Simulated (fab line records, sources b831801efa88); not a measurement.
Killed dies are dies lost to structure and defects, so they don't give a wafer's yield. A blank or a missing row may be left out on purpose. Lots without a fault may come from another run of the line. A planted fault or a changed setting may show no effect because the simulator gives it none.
One fault seen from 2 desks | flow sky130 | each desk has only its own numbers; what lay behind them comes last

THE TOOL OWNER'S DESK: implanter-02
The tool's own readings at SKY_LDD_N_IMPLANT_11: means of the sampled wafers that have a number, for each lot that ran on this tool. A lot is out of limits, marked OUT, if its mean lies more than 4 standard deviations from the usual mean; the brackets give that distance.
Columns: A = dose_ions_cm2 at SKY_LDD_N_IMPLANT_11, usual 7.5e+13; B = faraday_current_uA at SKY_LDD_N_IMPLANT_11, usual 423; C = rotation_deg at SKY_LDD_N_IMPLANT_11, usual 293.01 degrees
lot  | first seen here | A                 | B   | C
L462 | day 18 00:09    | 7.5e+13           | 427 | 292.92
L469 | day 21 15:51    | 7.5e+13           | 425 | 292.98
L471 | day 22 01:52    | 8.0e+13 (+63) OUT | 454 | 292.99
L473 | day 22 13:16    | 8.0e+13 (+63) OUT | 453 | 292.96
L481 | day 25 03:14    | 7.5e+13           | 426 | 293.04
This desk's finding: out of limits on L471, L473; first on L471, day 22 01:52 (dose_ions_cm2 at SKY_LDD_N_IMPLANT_11). In limits: L462, L469, L481.

THE METROLOGY DESK
What the gauges read, lot by lot, whatever tool the lot ran on: means of the sampled wafers that have a number. A lot is out of limits, marked OUT, if its mean lies more than 4 standard deviations from the usual mean; the brackets give that distance.
Columns: A = POLY_GATE_CVD_03_THK at SKY_POLY_GATE_THK_MEAS_04, usual 75.3 nm
lot  | first seen here | A
L460 | day 15 02:07    | 74.7
L462 | day 15 12:52    | 75.9
L469 | day 18 22:46    | 75.4
L470 | day 18 22:47    | 75.1
L471 | day 19 10:03    | 75.1
L473 | day 19 21:17    | 75.3
L476 | day 20 18:09    | 75.5
L479 | day 22 00:43    | 76.3
L480 | day 22 12:03    | 74.8
L481 | day 22 13:37    | 74.4
L482 | day 22 20:10    | 74.8
L483 | day 23 09:16    | 74.8
This desk's finding: nothing out of limits on any of the 12 lots.

PUT TOGETHER
The tool owner's desk could have raised an alarm at day 22 01:52, on L471, L473.
The metrology desk saw nothing out of limits.
The metrology desk has L471, L473 on record, within its limits.
Of the lots named, all ran SKY_LDD_N_IMPLANT_11 on implanter-02.

WHAT THE SIMULATOR HAD PUT IN
Process parameter drift: implanter-02, from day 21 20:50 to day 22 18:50, at SKY_LDD_N_IMPLANT_11. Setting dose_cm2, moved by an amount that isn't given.
Lots struck among those shown: L471, L473.
Hours from the fault's start to each desk's first reading out of limits: the tool owner's desk, 5.
